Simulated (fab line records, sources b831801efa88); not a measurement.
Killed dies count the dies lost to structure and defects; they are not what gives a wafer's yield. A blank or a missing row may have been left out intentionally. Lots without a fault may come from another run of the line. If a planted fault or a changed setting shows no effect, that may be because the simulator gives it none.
The tool behind it: which one? | flow gf180mcu | Sampling: 12 lots, 36 wafers, 7 of 602 route steps

## WHAT THE GAUGES SHOWED, per wafer
GF_HV_LDD_CD_MEAS_19 targets a cd of 400 nm. Usual: cd_nm 400.6 nm, standard deviation 1.8.
lot  | measured     | on        | cd_nm (nm)        | flag
L421 | day 10 23:58 | cd_sem-01 | 400.7 399.6 400.5 |
L424 | day 12 06:23 | cd_sem-02 | 398.4 398.0 398.5 |
L426 | day 12 15:17 | cd_sem-02 | 402.3 401.1 402.6 |
L429 | day 13 14:25 | cd_sem-01 | 400.1 400.9 402.1 |
L430 | day 13 23:42 | cd_sem-02 | 402.0 404.0 402.4 |
L431 | day 14 05:25 | cd_sem-02 | 398.9 399.1 399.2 |
L432 | day 14 12:22 | cd_sem-02 | 400.5 400.2 402.4 |
L433 | day 14 19:11 | cd_sem-02 | - - -             | OFF
L439 | day 16 13:56 | cd_sem-02 | 399.8 400.1 401.2 |
L440 | day 17 00:20 | cd_sem-01 | 399.4 399.0 399.6 |
L442 | day 17 14:46 | cd_sem-01 | 402.4 400.3 400.4 |
L443 | day 18 02:55 | cd_sem-01 | 400.4 400.2 399.9 |

GF_HV_LDD_TW_MEAS_23. Usual: HV_LDD_2_TW 1057, standard deviation 12.
lot  | measured     | on            | HV_LDD_2_TW    | flag
L421 | day 11 00:22 | film_metro-01 | 1062 1065 1063 |
L424 | day 12 06:47 | film_metro-02 | 1043 1047 1041 |
L426 | day 12 15:41 | film_metro-02 | 1044 1046 1044 |
L429 | day 13 14:49 | film_metro-02 | 1040 1043 1044 |
L430 | day 14 00:06 | film_metro-04 | 1072 1073 1071 |
L431 | day 14 05:49 | film_metro-02 | 1050 1041 1044 |
L432 | day 14 12:46 | film_metro-02 | 1046 1041 1046 |
L433 | day 14 19:35 | film_metro-01 | 30 30 30       | OFF
L439 | day 16 14:20 | film_metro-04 | 1071 1073 1076 |
L440 | day 17 00:44 | film_metro-01 | 1067 1063 1063 |
L442 | day 17 15:09 | film_metro-02 | 1048 1046 1042 |
L443 | day 18 03:19 | film_metro-02 | 1042 1045 1039 |

GF_HV_LDD_CD_MEAS_31 targets a cd of 400 nm. Usual: cd_nm 400.2 nm, standard deviation 2.5.
lot  | measured     | on        | cd_nm (nm)        | flag
L421 | day 11 19:16 | cd_sem-02 | 404.6 404.6 402.0 |
L424 | day 13 02:29 | cd_sem-02 | 394.7 395.1 395.0 |
L426 | day 13 12:00 | cd_sem-02 | 402.5 402.6 401.7 |
L429 | day 14 11:35 | cd_sem-01 | 397.8 398.9 399.6 |
L430 | day 14 19:47 | cd_sem-02 | 402.4 402.9 404.4 |
L431 | day 15 02:46 | cd_sem-01 | 403.1 402.3 401.3 |
L432 | day 15 10:16 | cd_sem-02 | 400.4 399.4 399.9 |
L433 | day 15 17:02 | cd_sem-02 | 400.5 401.0 403.8 |
L439 | day 17 12:59 | cd_sem-01 | 397.5 397.7 397.0 |
L440 | day 17 22:47 | cd_sem-01 | 403.1 402.0 402.5 |
L442 | day 18 14:36 | cd_sem-02 | 400.5 402.0 403.4 |
L443 | day 19 02:53 | cd_sem-01 | 400.1 400.3 401.0 |

GF_HV_LDD_TW_MEAS_38. Usual: HV_LDD_3_TW 1443, standard deviation 17.
lot  | measured     | on            | HV_LDD_3_TW    | flag
L421 | day 11 20:07 | film_metro-04 | 1464 1456 1454 |
L424 | day 13 03:20 | film_metro-02 | 1415 1425 1416 |
L426 | day 13 12:51 | film_metro-01 | 1437 1437 1438 |
L429 | day 14 12:26 | film_metro-04 | 1452 1459 1467 |
L430 | day 14 20:38 | film_metro-02 | 1425 1422 1426 |
L431 | day 15 03:37 | film_metro-01 | 1442 1443 1436 |
L432 | day 15 11:07 | film_metro-02 | 1434 1431 1435 |
L433 | day 15 17:53 | film_metro-01 | 1608 1601 1603 | OFF
L439 | day 17 13:49 | film_metro-04 | 1455 1465 1465 |
L440 | day 17 23:37 | film_metro-04 | 1458 1462 1467 |
L442 | day 18 15:26 | film_metro-04 | 1468 1467 1464 |
L443 | day 19 03:44 | film_metro-02 | 1420 1411 1411 |

GF_HV_LDD_CD_MEAS_46 targets a cd of 400 nm. Usual: cd_nm 402.8 nm, standard deviation 2.7.
lot  | measured     | on        | cd_nm (nm)        | flag
L421 | day 12 15:34 | cd_sem-02 | 404.0 404.3 405.4 |
L424 | day 13 23:47 | cd_sem-01 | 406.6 406.9 403.6 |
L426 | day 14 09:05 | cd_sem-02 | 401.7 400.3 400.2 |
L429 | day 15 09:58 | cd_sem-02 | 408.8 406.7 406.5 |
L430 | day 15 17:29 | cd_sem-02 | 402.3 406.2 403.8 |
L431 | day 16 01:07 | cd_sem-01 | 406.6 404.3 404.6 |
L432 | day 16 08:49 | cd_sem-02 | 400.4 404.2 403.5 |
L433 | day 16 15:37 | cd_sem-01 | 406.1 404.2 402.3 |
L439 | day 18 12:56 | cd_sem-02 | 400.1 401.1 402.1 |
L440 | day 18 23:14 | cd_sem-01 | 402.6 402.0 401.4 |
L442 | day 19 15:19 | cd_sem-01 | 400.2 399.8 400.8 |
L443 | day 20 04:34 | cd_sem-01 | 402.5 403.8 400.2 |

## TOOL THAT RAN EACH LOT (tool first, then ch and the chambers of the sampled wafers, then the start)
lot  | GF_POLY_GATE_STRIP_14                | GF_HV_LDD_EXPOSE_16
L421 | plasma_asher-04 ch 0,1, day 9 11:55  | iline_stepper-02 ch 0, day 10 15:43
L424 | plasma_asher-04 ch 0,1, day 10 07:28 | iline_stepper-02 ch 0, day 11 20:50
L426 | plasma_asher-04 ch 1, day 10 22:29   | iline_stepper-02 ch 0, day 12 05:26
L429 | plasma_asher-04 ch 0,1, day 11 21:11 | iline_stepper-02 ch 0, day 13 04:28
L430 | plasma_asher-02 ch 0,1, day 12 05:43 | iline_stepper-01 ch 0, day 13 13:40
L431 | plasma_asher-04 ch 0,1, day 12 10:38 | iline_stepper-01 ch 0, day 13 18:44
L432 | plasma_asher-01 ch 1, day 12 16:49   | iline_stepper-01 ch 0, day 14 02:38
L433 | plasma_asher-04 ch 0,1, day 12 23:32 | iline_stepper-02 ch 0, day 14 09:05
L439 | plasma_asher-01 ch 0,1, day 14 17:10 | iline_stepper-02 ch 0, day 16 03:10
L440 | plasma_asher-04 ch 0,1, day 15 02:23 | iline_stepper-02 ch 0, day 16 13:20
L442 | plasma_asher-04 ch 0,1, day 15 15:10 | iline_stepper-01 ch 0, day 17 03:39
L443 | plasma_asher-04 ch 0,1, day 16 03:46 | iline_stepper-01 ch 0, day 17 15:46
- GF_POLY_GATE_STRIP_14: strips in O2/N2.
- GF_HV_LDD_EXPOSE_16: exposes mask Pplus LV AREA, target cd 400 nm.

## WHAT THE TOOLS THEMSELVES READ (means of the sampled wafers that have a number; where no wafer has one, the mark that the record gives instead)
GF_POLY_GATE_STRIP_14. Usual: drypump_motor_current_A 5.44 A, standard deviation 0.28; heater_power_w 307 W, standard deviation 28; oes_product_au 0.508 a.u., standard deviation 0.0048.
lot  | tool            | drypump_motor_current_A (A) | heater_power_w (W) | oes_product_au (a.u.) | flag
L421 | plasma_asher-04 | 5.42                        | 294                | 0.508                 |
L424 | plasma_asher-04 | 5.36                        | 301                | 0.511                 |
L426 | plasma_asher-04 | 5.29                        | 307                | 0.507                 |
L429 | plasma_asher-04 | 5.41                        | 292                | 0.505                 |
L430 | plasma_asher-02 | 5.18                        | 319                | 0.507                 |
L431 | plasma_asher-04 | 5.36                        | 297                | 0.506                 |
L432 | plasma_asher-01 | 6.17                        | 289                | 0.504                 |
L433 | plasma_asher-04 | 5.41                        | 286                | 0.510                 |
L439 | plasma_asher-01 | 5.88                        | 357                | 0.508                 |
L440 | plasma_asher-04 | 5.36                        | 301                | 0.507                 |
L442 | plasma_asher-04 | 5.42                        | 293                | 0.504                 |
L443 | plasma_asher-04 | 5.36                        | 301                | 0.505                 |

## THE ANSWER, worked out from the rows above alone
Rule: a lot counts as off when the mean over its wafers that have a number is more than 3 standard deviations away from the usual mean. A lot without any number at a reading at which 4 lots or more have one is off too. Where the step has rows for the other lots, those lots are counted as sound. The gauges are gone through in route order, then the tools' own readings, and for those a lot's mean is taken as printed above. The first step at which some lot is off is used, and at that step the reading that is off furthest; a lot without a number counts as furthest.
Off: L433, at GF_HV_LDD_CD_MEAS_19 (cd_nm). Without a number there: L433.
A tool fits if, at a process step before that reading, it ran every lot that is off, and no sound lot after the first of them. Not tried: the gauges at GF_HV_LDD_CD_MEAS_19; whatever is off there is also off at GF_HV_LDD_TW_MEAS_23, on other tools, and gauge error can't account for it. Not one of the candidates tried fits.

## WHAT THE SIMULATOR HAD INSERTED
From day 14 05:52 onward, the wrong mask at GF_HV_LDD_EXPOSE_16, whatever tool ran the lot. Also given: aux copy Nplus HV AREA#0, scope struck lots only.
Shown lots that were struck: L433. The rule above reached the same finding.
